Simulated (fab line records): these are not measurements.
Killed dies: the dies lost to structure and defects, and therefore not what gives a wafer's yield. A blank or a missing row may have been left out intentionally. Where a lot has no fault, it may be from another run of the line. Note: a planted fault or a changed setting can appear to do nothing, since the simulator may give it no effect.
Tool commonality check | flow sky130 | 11 lots, 33 wafers sampled

== THE REASON FOR OPENING IT ==
SKY_LDD_P_TW_MEAS_11, reading LDD_P_TW: flagged on 2 of 11 lots. No-fault wafers: 639, standard deviation 3.7.
Rule: a lot gets a flag if all its wafers with a number sit over 4 standard deviations from that mean, or if no wafer of it has a number. The rest of the lots are taken to be sound.

lot  | measured     | on            | LDD_P_TW, wafer by wafer | flag
L938 | day 19 06:37 | film_metro-02 | 649 645 642              |
L940 | day 20 16:19 | film_metro-01 | 641 638 637              |
L941 | day 20 21:50 | film_metro-04 | 632 635 637              |
L942 | day 20 22:52 | film_metro-01 | 640 639 639              |
L943 | day 21 18:54 | film_metro-02 | 642 640 643              |
L944 | day 22 16:55 | film_metro-04 | 640 644 645              |
L946 | day 22 20:43 | film_metro-01 | 637 640 635              |
L945 | day 22 21:16 | film_metro-04 | 642 644 642              |
L947 | day 23 02:52 | film_metro-01 | 641 644 639              |
L956 | day 25 22:38 | film_metro-02 | 2625 2617 2631           | FLAGGED
L957 | day 26 05:01 | film_metro-01 | 2581 2599 2590           | FLAGGED
Flagged lots average 2607: +1968 relative to the usual, that is +99 or more standard deviations.

== LOT BY LOT: THE TOOL USED ==
The record holds 2 process steps before the reading, out of a route of 708 steps. Read each cell as the tool, then ch plus the chambers that the sampled wafers visited, then the start.
lot  | flag    | SKY_LDD_N_COAT_02                 | SKY_LDD_P_STRIP_10
L938 |         | litho_track-04 ch 0, day 17 09:29 | plasma_asher-02 ch 0,1, day 19 06:31
L940 |         | litho_track-04 ch 0, day 18 17:46 | plasma_asher-04 ch 0, day 20 16:13
L941 |         | litho_track-04 ch 0, day 18 23:08 | plasma_asher-04 ch 0,1, day 20 21:45
L942 |         | litho_track-02 ch 0, day 18 23:06 | plasma_asher-04 ch 0,1, day 20 22:46
L943 |         | litho_track-01 ch 0, day 19 19:24 | plasma_asher-02 ch 1, day 21 18:47
L944 |         | litho_track-01 ch 0, day 20 15:57 | plasma_asher-03 ch 0, day 22 16:49
L946 |         | litho_track-02 ch 0, day 20 20:34 | plasma_asher-02 ch 0,1, day 22 20:37
L945 |         | litho_track-01 ch 0, day 20 21:08 | plasma_asher-04 ch 0,1, day 22 21:10
L947 |         | litho_track-02 ch 0, day 21 02:54 | plasma_asher-04 ch 0,1, day 23 02:46
L956 | FLAGGED | litho_track-01, day 24 02:05      | plasma_asher-03 ch 0,1, day 25 22:33
L957 | FLAGGED | litho_track-02, day 24 08:04      | plasma_asher-02 ch 0,1, day 26 04:55
These steps, and what they do:
- SKY_LDD_N_COAT_02: resist thk 300 nm.
- SKY_LDD_P_STRIP_10: strips in O2/N2.
- SKY_LDD_P_TW_MEAS_11

== FLAGGED OVER TOTAL, TOOL BY TOOL (the gauges that took the reading come last) ==
step                 | tool            | lots run | flagged | share of the flagged lots | sound lots run after its first flagged lot
SKY_LDD_N_COAT_02    | litho_track-01  | 4        | 1       | some                      | 0
SKY_LDD_N_COAT_02    | litho_track-02  | 4        | 1       | some                      | 0
SKY_LDD_N_COAT_02    | litho_track-04  | 3        | 0       | none                      | -
SKY_LDD_P_STRIP_10   | plasma_asher-02 | 4        | 1       | some                      | 0
SKY_LDD_P_STRIP_10   | plasma_asher-03 | 2        | 1       | some                      | 0
SKY_LDD_P_STRIP_10   | plasma_asher-04 | 5        | 0       | none                      | -
SKY_LDD_P_TW_MEAS_11 | film_metro-01   | 5        | 1       | some                      | 0
SKY_LDD_P_TW_MEAS_11 | film_metro-02   | 3        | 1       | some                      | 0
SKY_LDD_P_TW_MEAS_11 | film_metro-04   | 3        | 0       | none                      | -

== WHAT IS ALLOWED BY THE TABLE ==
No row of the table ran every flagged lot.

== WHAT HAD BEEN PUT IN BY THE SIMULATOR ==
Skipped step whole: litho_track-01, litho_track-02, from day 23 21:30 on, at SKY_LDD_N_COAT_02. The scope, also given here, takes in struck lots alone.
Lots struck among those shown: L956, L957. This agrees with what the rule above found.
